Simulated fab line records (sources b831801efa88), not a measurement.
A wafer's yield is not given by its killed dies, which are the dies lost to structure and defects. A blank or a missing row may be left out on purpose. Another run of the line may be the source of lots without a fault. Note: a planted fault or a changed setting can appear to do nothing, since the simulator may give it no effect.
Which tool is to blame? | flow gf180mcu | 11 lots, 33 wafers sampled, at 3 steps of a route of 602

## WHAT THE GAUGES READ, wafer by wafer
GF_VT_IMPLANT_TW_MEAS_21.
lot  | measured     | on            | VT_IMPLANT_2_TW
L710 | day 6 07:11  | film metro-03 | 1228 1230 1228
L711 | day 6 10:54  | film metro-01 | 1224 1218 1223
L712 | day 6 18:09  | film metro-02 | 1209 1208 1206
L713 | day 7 01:29  | film metro-03 | 1229 1237 1232
L719 | day 8 19:05  | film metro-02 | 1128 1129 1130 1127 1128 1128
L723 | day 9 20:17  | film metro-03 | 1149 1143 1143 1152 1146 1149
L725 | day 10 05:58 | film metro-01 | 1205 1207 1210
L726 | day 10 13:37 | film metro-01 | 1213 1208 1212
L727 | day 10 18:47 | film metro-01 | 1215 1209 1213
L732 | day 12 01:26 | film metro-03 | 1225 1228 1227
L733 | day 12 18:57 | film metro-02 | 1212 1216 1208

## WHAT TOOL EACH LOT RAN ON (gives the tool, then ch and the chambers of the sampled wafers, and finally the start)
lot  | GF_VT_IMPLANT_STRIP_09               | GF_VT_IMPLANT_IMPLANT_19
L710 | plasma asher-03 ch 0,1, day 5 16:34  | implanter-02 ch 0, day 6 06:58
L711 | plasma asher-01 ch 0,1, day 5 19:43  | implanter-02 ch 0, day 6 10:41
L712 | plasma asher-01 ch 0,1, day 6 02:40  | implanter-01 ch 0, day 6 17:56
L713 | plasma asher-02 ch 0,1, day 6 09:53  | implanter-03 ch 0, day 7 01:14
L719 | plasma asher-01 ch 0,1, day 8 02:28  | implanter-02 ch 0, day 8 18:49
L723 | plasma asher-02 ch 0,1, day 9 02:40  | implanter-02 ch 0, day 9 20:04
L725 | plasma asher-02 ch 0,1, day 9 12:04  | implanter-01 ch 0, day 10 05:43
L726 | plasma asher-02 ch 0,1, day 9 19:55  | implanter-01 ch 0, day 10 13:22
L727 | plasma asher-01 ch 0,1, day 10 00:37 | implanter-03 ch 0, day 10 18:33
L732 | plasma asher-01 ch 0,1, day 11 06:40 | implanter-02 ch 0, day 12 01:12
L733 | plasma asher-03 ch 0,1, day 11 23:52 | implanter-02 ch 0, day 12 18:44
- GF_VT_IMPLANT_STRIP_09: strips in O2/N2.
- GF_VT_IMPLANT_IMPLANT_19

## THE ANSWER, worked out from the rows above alone
Rule: the lots themselves supply what counts as usual. Put in order of their means at a reading, lots are off if they are a third of the lots or fewer, leave a main group of 4 or more, and stand apart from it by a gap of 3 or more times the standard deviation of the main group's means; of several such gaps the widest counts. The tables above print the reading to a certain number of digits; a main group whose means all agree to those digits is not used. Also off: a lot with no number at a reading for which 4 or more lots have one. The other lots that the step has rows for count as sound.
Off: at GF_VT_IMPLANT_TW_MEAS_21 (VT_IMPLANT_2_TW), L719, L723. Mean 1218 and standard deviation 9.2 in the main group.
A tool fits if, at a process step before that reading, it ran every lot that is off, and no sound lot after the first of them. Those tools and the gauges at GF_VT_IMPLANT_TW_MEAS_21 are tried in the same way. None of those tried fits.

## WHAT THE SIMULATOR PUT IN
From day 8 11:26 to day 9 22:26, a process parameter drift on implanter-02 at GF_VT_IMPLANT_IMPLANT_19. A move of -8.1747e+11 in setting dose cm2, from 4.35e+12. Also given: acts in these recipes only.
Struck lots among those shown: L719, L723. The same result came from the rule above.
